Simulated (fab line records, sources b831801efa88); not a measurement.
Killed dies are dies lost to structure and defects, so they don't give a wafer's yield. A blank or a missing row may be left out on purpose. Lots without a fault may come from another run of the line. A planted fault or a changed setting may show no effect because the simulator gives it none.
Which tool did it? | flow sky130 | 12 lots, 36 wafers sampled, at 5 steps of a route of 708

WHAT THE GAUGES READ, wafer by wafer
The record holds no reading of a measuring or inspecting step that can be judged against a usual standard deviation.

WHICH TOOL RAN EACH LOT (tool, then ch and the chambers of the sampled wafers, then the start)
lot  | SKY_CONTACT_SPUTTER_23       | SKY_METAL1_ETCH_18                | SKY_VIA1_CMP_24               | SKY_VIA2_CMP_24               | SKY_PAD_OPEN_PROBE_99
L111 | pvd_sputter-01, day 31 11:16 | rie_metal-03 ch 1, day 32 15:25   | cmp-02 ch 0,1,2, day 33 19:42 | cmp-01 ch 1,2,3, day 36 05:44 | -
L112 | pvd_sputter-04, day 31 14:20 | rie_metal-02 ch 0,1, day 32 19:04 | cmp-02 ch 0,1, day 34 00:40   | cmp-02 ch 0,1,3, day 36 09:42 | -
L113 | pvd_sputter-04, day 31 17:34 | rie_metal-02 ch 0,1, day 32 21:31 | cmp-01 ch 0,1,3, day 34 02:54 | cmp-01 ch 0,1,2, day 36 10:44 | -
L114 | pvd_sputter-03, day 32 01:11 | rie_metal-01 ch 0,1, day 33 04:56 | cmp-02 ch 0,1,3, day 34 10:15 | cmp-02 ch 1,2,3, day 36 18:13 | -
L115 | pvd_sputter-01, day 32 15:46 | rie_metal-01 ch 0,1, day 33 19:16 | cmp-02 ch 2,3, day 35 00:57   | cmp-01 ch 1,2,3, day 37 08:18 | -
L116 | pvd_sputter-04, day 33 00:40 | rie_metal-02 ch 0,1, day 34 05:16 | cmp-02 ch 0,1,3, day 35 11:22 | cmp-01 ch 2,3, day 37 17:31   | -
L118 | pvd_sputter-03, day 33 08:44 | rie_metal-03 ch 0,1, day 34 12:50 | cmp-01 ch 1,2,3, day 35 18:12 | cmp-02 ch 0,1,2, day 38 01:46 | -
L119 | pvd_sputter-01, day 33 23:22 | rie_metal-01 ch 0,1, day 35 03:53 | cmp-02 ch 0,2, day 36 08:40   | cmp-01 ch 0,1, day 38 15:10   | prober-01, day 49 15:03
L126 | pvd_sputter-01, day 37 16:29 | rie_metal-03 ch 0,1, day 38 19:32 | cmp-02 ch 0,3, day 39 23:43   | cmp-01 ch 0,1,2, day 42 02:25 | -
L128 | pvd_sputter-04, day 37 18:01 | rie_metal-02 ch 0,1, day 38 20:55 | cmp-01 ch 1,2,3, day 40 00:17 | cmp-01 ch 0,1,2, day 42 03:49 | -
L129 | pvd_sputter-01, day 37 22:50 | rie_metal-01 ch 0, day 39 02:12   | cmp-01 ch 0,1,2, day 40 05:26 | cmp-02 ch 0,1,2, day 42 09:24 | -
L131 | pvd_sputter-04, day 38 06:01 | rie_metal-03 ch 0,1, day 39 08:50 | cmp-02 ch 1,2, day 40 11:55   | cmp-02 ch 2,3, day 42 14:40   | -
- SKY_CONTACT_SPUTTER_23: material TiN, target thk 20 nm, time 80 s.
- SKY_METAL1_ETCH_18: etches BARC in N2/H2, stops on SiO2, time 45.9 s, target depth 60 nm.
- SKY_VIA1_CMP_24: polishes, stops on SiO2, t overpolish 15 s, target thk 0 nm.
- SKY_VIA2_CMP_24: polishes, stops on SiO2, t overpolish 20 s, target thk 0 nm.
- SKY_PAD_OPEN_PROBE_99

WHAT THE TOOLS THEMSELVES READ (means of the sampled wafers that have a number; where no wafer has one, the mark that the record gives instead)
SKY_CONTACT_SPUTTER_23.
lot  | tool           | throttle_valve_pct (%)
L111 | pvd_sputter-01 | 28.7
L112 | pvd_sputter-04 | 29.3
L113 | pvd_sputter-04 | 30.1
L114 | pvd_sputter-03 | 29.3
L115 | pvd_sputter-01 | 28.3
L116 | pvd_sputter-04 | 30.3
L118 | pvd_sputter-03 | 29.6
L119 | pvd_sputter-01 | 28.7
L126 | pvd_sputter-01 | 29.3
L128 | pvd_sputter-04 | 29.3
L129 | pvd_sputter-01 | 28.7
L131 | pvd_sputter-04 | 30.3

SKY_METAL1_ETCH_18.
lot  | tool         | bias_w (W) | drypump_motor_current_A (A) | oes_product_au (a.u.) | throttle_valve_pct (%)
L111 | rie_metal-03 | 100.1      | 6.18                        | 0.854                 | 13.231
L112 | rie_metal-02 | 99.9       | 5.67                        | 0.853                 | 13.227
L113 | rie_metal-02 | 99.9       | 5.80                        | 0.857                 | 13.224
L114 | rie_metal-01 | 100.0      | 5.99                        | 0.851                 | 13.217
L115 | rie_metal-01 | 100.2      | 5.76                        | 0.852                 | 13.224
L116 | rie_metal-02 | 99.8       | 5.80                        | 0.858                 | 13.217
L118 | rie_metal-03 | 99.8       | 6.07                        | 0.850                 | 13.228
L119 | rie_metal-01 | 99.8       | 5.99                        | 0.855                 | 13.215
L126 | rie_metal-03 | 100.2      | 5.89                        | 0.855                 | 13.233
L128 | rie_metal-02 | 100.1      | 5.81                        | 0.852                 | 13.228
L129 | rie_metal-01 | 99.7       | 5.52                        | 0.853                 | 13.220
L131 | rie_metal-03 | 100.1      | 5.89                        | 0.854                 | 13.227

SKY_VIA1_CMP_24.
lot  | tool   | motor_current_A (A) | overpolish_run_s (s) | time_to_endpoint_s (s)
L111 | cmp-02 | 11.7                | 15.004               | 64
L112 | cmp-02 | 13.0                | 14.993               | 60
L113 | cmp-01 | 11.9                | 15.003               | 65
L114 | cmp-02 | 11.9                | 14.999               | 63
L115 | cmp-02 | 11.1                | 14.999               | 68
L116 | cmp-02 | 12.1                | 15.005               | 64
L118 | cmp-01 | 11.7                | 15.010               | 66
L119 | cmp-02 | 11.3                | 15.005               | 61
L126 | cmp-02 | 12.4                | 14.997               | 59
L128 | cmp-01 | 11.9                | 15.006               | 66
L129 | cmp-01 | 12.7                | 14.997               | 66
L131 | cmp-02 | 10.9                | 15.004               | 65

SKY_VIA2_CMP_24.
lot  | tool   | motor_current_A (A) | overpolish_run_s (s) | time_to_endpoint_s (s)
L111 | cmp-01 | 12.2                | 20.000               | 103
L112 | cmp-02 | 11.9                | 20.009               | 97
L113 | cmp-01 | 12.2                | 19.995               | 99
L114 | cmp-02 | 11.0                | 19.996               | 103
L115 | cmp-01 | 11.6                | 20.005               | 104
L116 | cmp-01 | 11.4                | 20.005               | 102
L118 | cmp-02 | 11.5                | 19.998               | 98
L119 | cmp-01 | 12.6                | 19.997               | 102
L126 | cmp-01 | 12.7                | 19.991               | 54
L128 | cmp-01 | 12.5                | 20.000               | 55
L129 | cmp-02 | 11.9                | 20.006               | 105
L131 | cmp-02 | 10.7                | 19.994               | 106

SKY_PAD_OPEN_PROBE_99.
lot  | tool      | defect_limited_yield (%) | killed_at_M0_to_M3 | killed_at_M4_up | killed_at_contacts | killed_at_front_end | killed_at_other | killed_dies | killed_open | killed_short | sort_bin_3_pad_short (%) | sort_bin_5_function (%) | sort_bin_6_memory (%) | sort_n_pass | sort_yield_pct (%)
L119 | prober-01 | 82.0                     | 43                 | 3.7             | 29                 | 13                  | 0.0             | 88          | 43          | 45           | 1.3                      | 10.2                    | 6.5                   | 404         | 82.0

THE ANSWER, worked out from the rows above alone
Rule: what is usual is taken from the lots themselves. Put in order of their means at a reading, lots are off if they are a third of the lots or fewer, leave a main group of 4 or more, and stand apart from it by a gap of 3 or more times the standard deviation of the main group's means; of several such gaps the widest counts. A main group whose means are all the same, to the digits that the tables above print for the reading, isn't used. A lot without any number at a reading at which 4 lots or more have one is off too. The other lots that the step has rows for count as sound. The gauges are gone through in route order, then the tools' own readings, and for those a lot's mean is taken as printed above. The first step at which some lot is off is used, and at that step the reading that is off furthest; a lot without a number counts as furthest.
Off: L126, L128, at SKY_VIA2_CMP_24 (time_to_endpoint_s). The main group: mean 102 s, standard deviation 2.8.
A tool fits if, at that step or a process step before it, it ran every lot that is off, and no sound lot after the first of them. One fits: cmp-01 at SKY_VIA2_CMP_24. Its last sound lot is L119 (day 38 15:10), its first lot that is off L126 (day 42 02:25): a fault that began between those two fits.
The tool's own readings at SKY_VIA2_CMP_24 bear it out: on the lots that are off they differ by more than 5 times the standard deviation of the sound lots' means. time_to_endpoint_s reads 54 s there against 102 s on the sound lots.

WHAT THE SIMULATOR HAD PUT IN
Process parameter drift: cmp-01, from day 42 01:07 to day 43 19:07, at SKY_VIA2_CMP_24. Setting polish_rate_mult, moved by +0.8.
Lots struck among those shown: L126, L128. The rule above found the same.
